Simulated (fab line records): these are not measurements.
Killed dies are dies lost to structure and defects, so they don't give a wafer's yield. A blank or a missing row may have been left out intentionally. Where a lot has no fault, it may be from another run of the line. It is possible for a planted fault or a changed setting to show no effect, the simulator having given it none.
Struck lot and sound lot, side by side ; flow sky130 ; 15 steps out of a route of 708
Sound: the wafers L305.2, L305.5, L305.6. Struck: wafers L320.1, L320.4, L320.5. The cause is named last.
Each step with rows lists, per side, the tool, then ch with its chambers, then its first start. Under that, the readings that differ: sound wafers ; struck wafers ; difference of the means ; sigmas: that difference in standard deviations of wafers without a fault.
alike: a reading whose means differ by less than 2 such deviations, as well as words and numbers matching on both sides. not compared: withheld readings; readings where some wafer has no value; bounds like >300 that might hide an equal value; numbers whose values overlap and for which the record gives no deviation.
A row with sigmas, a row that says differs or no value, or rows on one side alone: a step with any of these is where the two part. When numbers do not overlap yet have no deviation, they are printed without sigmas and do not part them. Lack of a reading on every wafer of one side parts them only where that side has two or more wafers.

first, 2 steps without rows for these wafers: SKY_LDD_HVN_PEB_05; SKY_LDD_HVN_DEVELOP_06 (develop time 60 s).
SKY_LDD_HVN_OVL_MEAS_07:
  struck on overlay-02, day 25 20:41; sound on overlay-02, day 20 12:11
  alike: LDD_HVN_OVL
after that, 1 step had no rows for these wafers: SKY_LDD_HVN_IMPLANT_08.
SKY_LDD_HVN_STRIP_09: strips in O2/N2.
  sound on plasma_asher-02 ch 0,1, day 20 12:22; struck on plasma_asher-01 ch 1, day 25 20:52
reading;sound;struck;difference;sigmas
drypump_motor_current_A (A);5.1 5.1 5.9;6.2 6.2 6.2;+0.8;+2
  alike: oes_product_au, strip_time_to_endpoint_s
  not compared: rf_hours_counter_h
SKY_LDD_HVN_TW_MEAS_10:
  struck on film_metro-01, day 25 20:58; sound on film_metro-04, day 20 12:29
  alike: LDD_HVN_TW
then, 6 steps without rows for these wafers: SKY_LDD_HVP_DEHYDRATE_00 (time 60 s); SKY_LDD_HVP_HMDS_01 (prime time 60 s); SKY_LDD_HVP_COAT_02 (resist thk 300 nm); SKY_LDD_HVP_SOFTBAKE_03 (time 60 s); SKY_LDD_HVP_EXPOSE_04 (exposes mask HVPTM, target cd 700 nm); SKY_LDD_HVP_PEB_05.
SKY_LDD_HVP_DEVELOP_06: develop time 60 s.
  sound on litho_track-03 ch 0, day 21 18:55; struck on litho_track-04 ch 0, day 27 01:32
reading;sound;struck;difference;sigmas
developer_temp_C (C);22.92 22.82 22.94;23.98 23.95 23.88;+1.04;+9
SKY_LDD_HVP_OVL_MEAS_07:
  struck on overlay-02, day 27 01:41; sound on overlay-01, day 21 19:02
  alike: LDD_HVP_OVL
-- a jump in the record: the struck wafers' starts before and after are 22 days apart (it breaks off in module LDD_HVP and resumes in module PAD_OPEN, where the first step shown is number 708 of the route) --
SKY_PAD_OPEN_PROBE_99:
  the record has rows for the struck wafers here (prober-01, day 49 07:54) and none for the sound ones

## WHERE THEY PART
First at SKY_LDD_HVN_STRIP_09; last, within this record, at SKY_PAD_OPEN_PROBE_99.

WHY: what the simulator had put in
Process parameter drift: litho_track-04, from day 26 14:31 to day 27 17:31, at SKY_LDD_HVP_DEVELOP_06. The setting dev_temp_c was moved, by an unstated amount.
